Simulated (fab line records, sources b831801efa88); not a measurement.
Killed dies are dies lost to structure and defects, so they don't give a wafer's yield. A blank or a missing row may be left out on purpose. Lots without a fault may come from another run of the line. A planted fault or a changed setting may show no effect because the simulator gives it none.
Which tool did it? | flow gf180mcu | 11 lots, 32 wafers sampled, at 5 steps of a route of 602

WHAT THE GAUGES READ, wafer by wafer
GF_M3_CD_MEAS_14: target cd 280 nm. Usual: cd_nm 280.1 nm, standard deviation 1.1.
lot  | measured     | on        | cd_nm (nm)        | flag
L355 | day 21 17:24 | cd_sem-01 | 280.8 281.4 280.4 |
L356 | day 22 18:00 | cd_sem-02 | 281.1 279.9 280.9 |
L357 | day 23 10:14 | cd_sem-02 | 279.3 280.7 280.0 |
L359 | day 23 12:53 | cd_sem-02 | 279.7 281.1 280.2 |
L360 | day 23 14:11 | cd_sem-02 | 279.4 280.1 280.1 |
L362 | day 24 14:38 | cd_sem-02 | 280.7 283.0 280.8 |
L366 | day 25 12:40 | cd_sem-02 | 280.6 281.2 280.0 |
L374 | day 28 05:40 | cd_sem-01 | 280.8 280.7       |
L375 | day 28 08:55 | cd_sem-02 | 280.5 281.1 281.9 |
L376 | day 28 09:16 | cd_sem-01 | 281.4 280.9 279.7 |
L377 | day 29 03:32 | cd_sem-02 | 278.7 279.2 279.3 |

GF_V3_THK_MEAS_03. Usual: V3_CVD_02_THK 848 nm, standard deviation 11.
lot  | measured     | on            | V3_CVD_02_THK (nm) | flag
L355 | day 21 18:26 | film_metro-04 | 844 860 858        |
L356 | day 22 19:02 | film_metro-04 | 839 840 857        |
L357 | day 23 11:15 | film_metro-02 | 837 852 847        |
L359 | day 23 13:55 | film_metro-02 | 823 840 851        |
L360 | day 23 15:16 | film_metro-01 | 833 839 841        |
L362 | day 24 15:58 | film_metro-04 | 852 841 839        |
L366 | day 25 13:41 | film_metro-01 | 839 845 860        |
L374 | day 28 06:41 | film_metro-02 | 848 768            | OFF
L375 | day 28 09:58 | film_metro-02 | 824 851 844        |
L376 | day 28 10:19 | film_metro-01 | 834 757 832        | OFF
L377 | day 29 04:36 | film_metro-04 | 845 839 853        |

WHICH TOOL RAN EACH LOT (tool, then ch and the chambers of the sampled wafers, then the start)
lot  | GF_V2_ETCH_16                      | GF_M3_METAL_ETCH_16               | GF_V3_CVD_02
L355 | rie_diel-04 ch 0,1,2, day 20 15:55 | rie_metal-04 ch 0,1, day 21 17:34 | pecvd-03 ch 1,2, day 21 18:21
L356 | rie_diel-04 ch 1,3, day 21 17:52   | rie_metal-04 ch 0,1, day 22 18:09 | pecvd-03 ch 0,2, day 22 18:58
L357 | rie_diel-04 ch 0,1,3, day 21 22:01 | rie_metal-02 ch 0,1, day 23 10:23 | pecvd-01 ch 0,1,2, day 23 11:11
L359 | rie_diel-01 ch 1,2,3, day 22 05:58 | rie_metal-02 ch 0,1, day 23 13:01 | pecvd-03 ch 0,1, day 23 13:50
L360 | rie_diel-01 ch 0,1,2, day 22 10:28 | rie_metal-02 ch 0,1, day 23 14:20 | pecvd-03 ch 0,1,2, day 23 15:11
L362 | rie_diel-01 ch 0,3, day 23 15:04   | rie_metal-04 ch 0,1, day 24 14:46 | pecvd-03 ch 0,1,2, day 24 15:54
L366 | rie_diel-04 ch 0,2,3, day 24 12:49 | rie_metal-04 ch 0,1, day 25 12:49 | pecvd-03 ch 0,1, day 25 13:37
L374 | rie_diel-02 ch 2,3, day 27 08:09   | rie_metal-03 ch 0, day 28 05:48   | pecvd-03 ch 1,2, day 28 06:37
L375 | rie_diel-01 ch 2,3, day 27 11:19   | rie_metal-02 ch 0,1, day 28 09:03 | pecvd-01 ch 0,1,2, day 28 09:53
L376 | rie_diel-01 ch 1,2,3, day 27 12:15 | rie_metal-04 ch 0,1, day 28 09:25 | pecvd-03 ch 0,1,2, day 28 10:15
L377 | rie_diel-01 ch 0,1,3, day 28 05:52 | rie_metal-04 ch 0,1, day 29 03:41 | pecvd-01 ch 0,1,2, day 29 04:32
- GF_V2_ETCH_16: etches BARC in N2/H2.
- GF_M3_METAL_ETCH_16: etches the open film in Cl2/BCl3, stops on SiO2, target depth 750.8 nm, time 125.1 s.
- GF_V3_CVD_02: deposits SiO2 from TEOS, target thk 850 nm, time 94.851 s.

WHAT THE TOOLS THEMSELVES READ (means of the sampled wafers that have a number; where no wafer has one, the mark that the record gives instead)
GF_V2_ETCH_16. Usual: drypump_motor_current_A 5.7 A, standard deviation 0.39; oes_product_au 0.854 a.u., standard deviation 0.0048; throttle_valve_pct 13.225 %, standard deviation 0.01.
lot  | tool        | drypump_motor_current_A (A) | oes_product_au (a.u.) | throttle_valve_pct (%) | flag
L355 | rie_diel-04 | 5.9                         | 0.856                 | 13.218                 |
L356 | rie_diel-04 | 5.6                         | 0.850                 | 13.228                 |
L357 | rie_diel-04 | 5.7                         | 0.856                 | 13.244                 |
L359 | rie_diel-01 | 5.6                         | 0.857                 | 13.216                 |
L360 | rie_diel-01 | 5.6                         | 0.856                 | 13.233                 |
L362 | rie_diel-01 | 5.7                         | 0.860                 | 13.232                 |
L366 | rie_diel-04 | 6.2                         | 0.855                 | 13.228                 |
L374 | rie_diel-02 | 5.7                         | 0.855                 | 13.215                 |
L375 | rie_diel-01 | 5.5                         | 0.859                 | 13.229                 |
L376 | rie_diel-01 | 5.6                         | 0.854                 | 13.220                 |
L377 | rie_diel-01 | 5.8                         | 0.856                 | 13.226                 |

GF_M3_METAL_ETCH_16. Usual: drypump_motor_current_A 5.81 A, standard deviation 0.18; oes_product_au 0.991 a.u., standard deviation 0.005; throttle_valve_pct 28.228 %, standard deviation 0.0093.
lot  | tool         | drypump_motor_current_A (A) | oes_product_au (a.u.) | throttle_valve_pct (%) | flag
L355 | rie_metal-04 | 5.67                        | 0.995                 | 28.233                 |
L356 | rie_metal-04 | 5.70                        | 0.994                 | 28.226                 |
L357 | rie_metal-02 | 5.83                        | 0.986                 | 28.240                 |
L359 | rie_metal-02 | 5.88                        | 0.995                 | 28.234                 |
L360 | rie_metal-02 | 5.82                        | 0.988                 | 28.232                 |
L362 | rie_metal-04 | 5.72                        | 0.989                 | 28.229                 |
L366 | rie_metal-04 | 5.71                        | 0.991                 | 28.227                 |
L374 | rie_metal-03 | 5.82                        | 0.992                 | 28.221                 |
L375 | rie_metal-02 | 5.84                        | 0.992                 | 28.234                 |
L376 | rie_metal-04 | 5.72                        | 0.991                 | 28.228                 |
L377 | rie_metal-04 | 5.70                        | 0.984                 | 28.227                 |

GF_V3_CVD_02. Usual: heater_power_w 695 W, standard deviation 93; run_length_s 122.7 s, standard deviation 0.53.
lot  | tool     | heater_power_w (W) | run_length_s (s) | flag
L355 | pecvd-03 | 771                | 123.1            |
L356 | pecvd-03 | 723                | 122.4            |
L357 | pecvd-01 | 697                | 122.6            |
L359 | pecvd-03 | 653                | 122.7            |
L360 | pecvd-03 | 695                | 122.8            |
L362 | pecvd-03 | 717                | 122.6            |
L366 | pecvd-03 | 705                | 122.5            |
L374 | pecvd-03 | 680                | 118.1            | OFF
L375 | pecvd-01 | 719                | 122.3            |
L376 | pecvd-03 | 675                | 119.6            | OFF
L377 | pecvd-01 | 717                | 122.5            |

THE ANSWER, worked out from the rows above alone
Rule: a lot is off if the mean of its wafers that have a number lies more than 3 standard deviations from the usual mean. A lot without any number at a reading at which 4 lots or more have one is off too. The other lots that the step has rows for count as sound. The gauges are gone through in route order, then the tools' own readings, and for those a lot's mean is taken as printed above. The first step at which some lot is off is used, and at that step the reading that is off furthest; a lot without a number counts as furthest.
Off: L374, L376, at GF_V3_THK_MEAS_03 (V3_CVD_02_THK).
A tool fits if, at a process step before that reading, it ran every lot that is off, and no sound lot after the first of them. The gauges at GF_V3_THK_MEAS_03 aren't tried: what is off there is off at GF_V3_CVD_02 too, on other tools, and a gauge's error can't cause that. One fits: pecvd-03 at GF_V3_CVD_02. Its last sound lot is L366 (day 25 13:37), its first lot that is off L374 (day 28 06:37): a fault that began between those two fits.
The tool's own readings at GF_V3_CVD_02 bear it out: on the lots that are off they differ by more than 5 times the standard deviation of the sound lots' means. run_length_s reads 118.8 s there against 122.6 s on the sound lots.

WHAT THE SIMULATOR HAD PUT IN
Process parameter drift: pecvd-03, from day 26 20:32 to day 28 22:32, at GF_V3_CVD_02. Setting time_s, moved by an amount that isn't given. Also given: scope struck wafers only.
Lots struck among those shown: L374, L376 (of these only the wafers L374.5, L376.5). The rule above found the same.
